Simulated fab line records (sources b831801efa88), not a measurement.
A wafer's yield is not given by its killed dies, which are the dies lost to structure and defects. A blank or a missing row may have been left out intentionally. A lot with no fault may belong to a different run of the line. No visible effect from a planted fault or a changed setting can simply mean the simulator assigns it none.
Matching of chambers || flow gf180mcu || GF_V3_CVD_00 on hdpcvd-01: 3 sister chambers
The step deposits SiO2, target thk 600 nm, time 100 s. 6 wafers are shown with their chamber, then 7 later ones without.

## WAFERS PAIRED WITH THEIR CHAMBERS
{"wafer": "L831.4", "chamber": 2, "sih4 flow sccm (sccm)": 59.89}
{"wafer": "L841.1", "chamber": 2, "sih4 flow sccm (sccm)": 60.12}
{"wafer": "L841.2", "chamber": 1, "sih4 flow sccm (sccm)": 60.03}
{"wafer": "L841.3", "chamber": 0, "sih4 flow sccm (sccm)": 59.89}
{"wafer": "L842.2", "chamber": 0, "sih4 flow sccm (sccm)": 59.83}
{"wafer": "L842.3", "chamber": 1, "sih4 flow sccm (sccm)": 59.92}

## WAFERS WITHOUT THEIR CHAMBER
{"wafer": "L842.6", "sih4 flow sccm (sccm)": 59.98}
{"wafer": "L844.2", "sih4 flow sccm (sccm)": 59.82}
{"wafer": "L844.3", "sih4 flow sccm (sccm)": 60.02}
{"wafer": "L844.4", "sih4 flow sccm (sccm)": 59.95}
{"wafer": "L845.2", "sih4 flow sccm (sccm)": 59.91}
{"wafer": "L845.3", "sih4 flow sccm (sccm)": 59.90}
{"wafer": "L845.5", "sih4 flow sccm (sccm)": 60.02}

## EACH ONE'S CHAMBER
{"wafer": "L842.6", "from the rows above": "can't be placed: 1 or 2 or 0", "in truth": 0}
{"wafer": "L844.2", "from the rows above": "can't be placed: 0 or 1 or 2", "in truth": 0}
{"wafer": "L844.3", "from the rows above": "can't be placed: 2 or 1 or 0", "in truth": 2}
{"wafer": "L844.4", "from the rows above": "can't be placed: 1 or 2 or 0", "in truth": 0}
{"wafer": "L845.2", "from the rows above": "can't be placed: 0 or 1 or 2", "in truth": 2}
{"wafer": "L845.3", "from the rows above": "can't be placed: 0 or 1 or 2", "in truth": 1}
{"wafer": "L845.5", "from the rows above": "can't be placed: 2 or 1 or 0", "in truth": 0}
Placed correctly: 0 of 7. Not placeable from these rows: 7 (in 7, the candidates include the true chamber). Wrongly placed: 0.
How it was worked out, from the rows above alone: a wafer's distance from a chamber is the root of the sum, over the readings, of the square of ((its reading less the chamber's mean) divided by the reading's scatter). If the next closest chamber is less than 2 further off than the closest, the wafer can't be placed; otherwise it belongs to the closest. Each chamber's mean is taken over the wafers shown for it. How the scatter is found: for the shown wafers, subtract from each reading the mean of its chamber, square and add these, divide the total by (wafers less chambers), then take the root.
